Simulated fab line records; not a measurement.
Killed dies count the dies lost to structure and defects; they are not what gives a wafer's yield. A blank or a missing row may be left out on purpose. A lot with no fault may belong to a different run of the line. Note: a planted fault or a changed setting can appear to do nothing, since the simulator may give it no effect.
2 desks, one fault | flow sky130 | what lay behind the numbers comes last; until then each desk has only its own

## METROLOGY DESK
Lot by lot, what the gauges showed, no matter which tool ran the lot: averages of those sampled wafers that carry a number. If a lot's mean is further than 4 standard deviations from the usual mean, the lot is out of limits and carries the mark OUT (the distance appears in the brackets).
Columns: A = cd_nm at SKY_FIELD_ISO_CD_MEAS_13, usual 150.6 nm
lot  | first seen here | A
L210 | day 2 03:40     | 150.8
L211 | day 2 09:41     | 149.6
L220 | day 4 09:24     | 149.8
L221 | day 4 13:10     | 150.7
L223 | day 4 23:13     | 150.9
L231 | day 6 20:00     | 152.8
This desk's finding: nothing out of limits on any of the 6 lots.

## FOR THE TOOL OWNER'S DESK: rie_si-01
The tool's own readings at SKY_FIELD_ISO_ETCH_17 (etches Si in HBr/Cl2/O2, target depth 342 nm, time 97.7 s): means of the sampled wafers that have a number, for each lot that ran on this tool. If a lot's mean is further than 4 standard deviations from the usual mean, the lot is out of limits and carries the mark OUT (the distance appears in the brackets).
Columns: A = drypump_motor_current_A at SKY_FIELD_ISO_ETCH_17, usual 5.9 A; B = oes_product_au at SKY_FIELD_ISO_ETCH_17, usual 1.001 a.u.; C = rf_fwd_power_W at SKY_FIELD_ISO_ETCH_17, usual 596.5 W; D = throttle_valve_pct at SKY_FIELD_ISO_ETCH_17, usual 25.655 %
lot  | first seen here | A   | B     | C               | D
L220 | day 4 09:43     | 6.0 | 1.028 | 628.3 (+16) OUT | 25.637
L221 | day 4 13:29     | 6.0 | 1.021 | 626.2 (+15) OUT | 25.635
Finding of this desk: L220, L221 out of limits; the first was L220 at day 4 09:43, on rf_fwd_power_W at SKY_FIELD_ISO_ETCH_17. In limits: none.

## TAKEN TOGETHER
The tool owner's desk could have raised an alarm at day 4 09:43, on L220, L221.
From the metrology desk's view, nothing was out of limits.
The metrology desk holds a record of L220, L221, inside its limits.
Every lot named ran SKY_FIELD_ISO_ETCH_17 on rie_si-01.

## WHAT THE SIMULATOR PUT IN
rie_si-01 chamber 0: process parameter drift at SKY_FIELD_ISO_ETCH_17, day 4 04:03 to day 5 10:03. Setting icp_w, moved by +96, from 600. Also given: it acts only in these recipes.
Lots struck among those shown: L220, L221.
Hours from the fault's start to each desk's first reading out of limits: the tool owner's desk, 6.
